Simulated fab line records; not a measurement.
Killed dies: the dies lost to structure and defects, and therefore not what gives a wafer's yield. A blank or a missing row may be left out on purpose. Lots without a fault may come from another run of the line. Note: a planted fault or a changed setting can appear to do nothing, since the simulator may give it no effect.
A lot that was struck, set against a sound lot	flow sky130	23 steps out of a route of 708
Sound: wafers L905.2, L905.3, L905.5. Struck: wafers L924.1, L924.4, L924.6. The cause comes at the end.
Order at every step that has rows: each side's tool, ch and its chambers, its first start. Under that, the readings that differ: sound wafers	struck wafers	difference of the means	sigmas: that difference in standard deviations of wafers without a fault.
alike: readings whose means differ by less than 2 such deviations, and words and numbers that are the same on both sides. not compared: withheld readings, readings that some wafer has no value for, bounds like >300 that may hide the same value, and numbers for which the record gives no deviation and whose values overlap.
A row with sigmas, a row that says differs or no value, or rows on one side alone: a step with any of these is where the two part. Non-overlapping numbers with no deviation appear without sigmas and do not part them. A reading missing from all wafers of one side parts the sides only when that side holds two or more wafers.

first, 1 step without rows for these wafers: SKY_SONOS_ONO_DEVELOP_12 (develop time 60 s).
SKY_SONOS_ONO_CD_MEAS_13: target cd 410 nm.
  sound on cd sem-01 at day 14 05:11; struck on cd sem-02 at day 20 01:49
  alike: cd nm
SKY_SONOS_ONO_OVL_MEAS_14:
  sound on overlay-01 at day 14 05:18; struck on overlay-02 at day 20 01:56
  alike: SONOS_ONO_OVL
SKY_SONOS_ONO_ETCH_15: etches the open film in CHF3/O2, target depth 19.52 nm, time 7.8 s.
  sound on rie diel-03 ch 1,3, day 14 05:20; struck on rie diel-03 ch 2,3, day 20 01:59
reading	sound	struck	difference	sigmas
oes product au (a.u.)	1.025 0.987 1.028	0.996 0.996 0.985	-0.021	-2
throttle valve pct (%)	8.829 8.824 8.831	8.809 8.806 8.800	-0.023	-2
  alike: drypump motor current A
  not compared: rf hours counter h
then, 1 step without rows for these wafers: SKY_SONOS_ONO_WET_ETCH_16 (etches SiO2 in dHF, target depth 14 nm, time 280 s).
SKY_SONOS_ONO_STRIP_17: strips in O2/N2.
  sound on plasma asher-01 ch 0,1, day 14 05:26; struck on plasma asher-02 ch 1, day 20 02:05
  alike: drypump motor current A, n2 flow sccm, oes product au, strip time to endpoint s
  not compared: rf hours counter h
then, 3 steps without rows for these wafers: SKY_SONOS_ONO_WET_ETCH_18 (etches Si3N4 in H3PO4, target depth 15 nm, time 172 s); SKY_GATE_OXIDE_CLEAN_00 (cleans in SC1/SC2, time 150 s); SKY_GATE_OXIDE_OXIDATION_01 (stabilise 600 s, purge 300 s, target thk 10.268 nm).
SKY_GATE_OXIDE_THK_MEAS_02:
  sound on film metro-02 at day 14 07:33; struck on film metro-04 at day 20 05:22
  alike: GATE_OXIDE_OXIDATION_00_THK
then, 2 steps without rows for these wafers: SKY_GATE_OXIDE_DEHYDRATE_03 (time 60 s); SKY_GATE_OXIDE_HMDS_04 (prime time 60 s).
SKY_GATE_OXIDE_COAT_05: resist thk 1140 nm.
  sound on litho track-03 ch 0, day 14 19:23; struck on litho track-04 ch 0, day 20 19:04
reading	sound	struck	difference	sigmas
model.NOVOLAK_of_GATE_OXIDE_COAT_05.thk nm (nm)	1145 1146 1144	1104 1103 1106	-41	
  alike: resist line temp C
then, 3 steps without rows for these wafers: SKY_GATE_OXIDE_SOFTBAKE_06 (time 60 s); SKY_GATE_OXIDE_EXPOSE_07 (exposes mask LVOM, target cd 600 nm); SKY_GATE_OXIDE_PEB_08.
SKY_GATE_OXIDE_DEVELOP_09: develop time 60 s.
  sound on litho track-04 ch 0, day 15 08:32; struck on litho track-03 ch 0, day 21 11:28
reading	sound	struck	difference	sigmas
model.NOVOLAK_of_GATE_OXIDE_COAT_05.thk nm (nm)	1145 1145 1144	1103 1102 1105	-41	
  alike: resist line temp C
SKY_GATE_OXIDE_OVL_MEAS_10:
  sound on overlay-01 at day 15 08:40; struck on overlay-01 at day 21 11:37
  alike: GATE_OXIDE_OVL
then, 2 steps without rows for these wafers: SKY_GATE_OXIDE_IMPLANT_11; SKY_GATE_OXIDE_WET_ETCH_12 (etches SiO2 in dHF, target depth 16.8 nm, time 336 s).
SKY_GATE_OXIDE_STRIP_13: strips in O2/N2.
  sound on plasma asher-02 ch 0,1, day 15 08:57; struck on plasma asher-03 ch 0,1, day 21 11:53
reading	sound	struck	difference	sigmas
drypump motor current A (A)	5.6 5.6 5.5	6.1 6.5 6.5	+0.8	+2
strip time to endpoint s (s)	14.25 14.22 14.22	13.75 13.74 13.76	-0.48	-12
  alike: n2 flow sccm, oes product au
  not compared: rf hours counter h
SKY_GATE_OXIDE_TW_MEAS_14:
  sound on film metro-02 at day 15 09:04; struck on film metro-02 at day 21 11:59
  alike: GATE_OXIDE_TW
-- a jump in the record: the struck wafers' starts before and after are 29 days apart (it breaks off in module GATE_OXIDE and resumes in module PAD_OPEN, where the first step shown is number 708 of the route) --
SKY_PAD_OPEN_PROBE_99:
  sound on prober-02 at day 46 23:14; struck on prober-01 at day 50 16:00
  alike: killed_at_M0_to_M3, killed_at_M4_up, killed at contacts, killed at front end, killed at other, killed dies, killed open, killed short

## WHERE THEY PART
Last at SKY_GATE_OXIDE_STRIP_13 as far as this record goes, first at SKY_SONOS_ONO_ETCH_15. Later steps at which nothing parts them and some readings are alike: SKY_GATE_OXIDE_TW_MEAS_14, SKY_PAD_OPEN_PROBE_99.

WHY: whatever the simulator had introduced
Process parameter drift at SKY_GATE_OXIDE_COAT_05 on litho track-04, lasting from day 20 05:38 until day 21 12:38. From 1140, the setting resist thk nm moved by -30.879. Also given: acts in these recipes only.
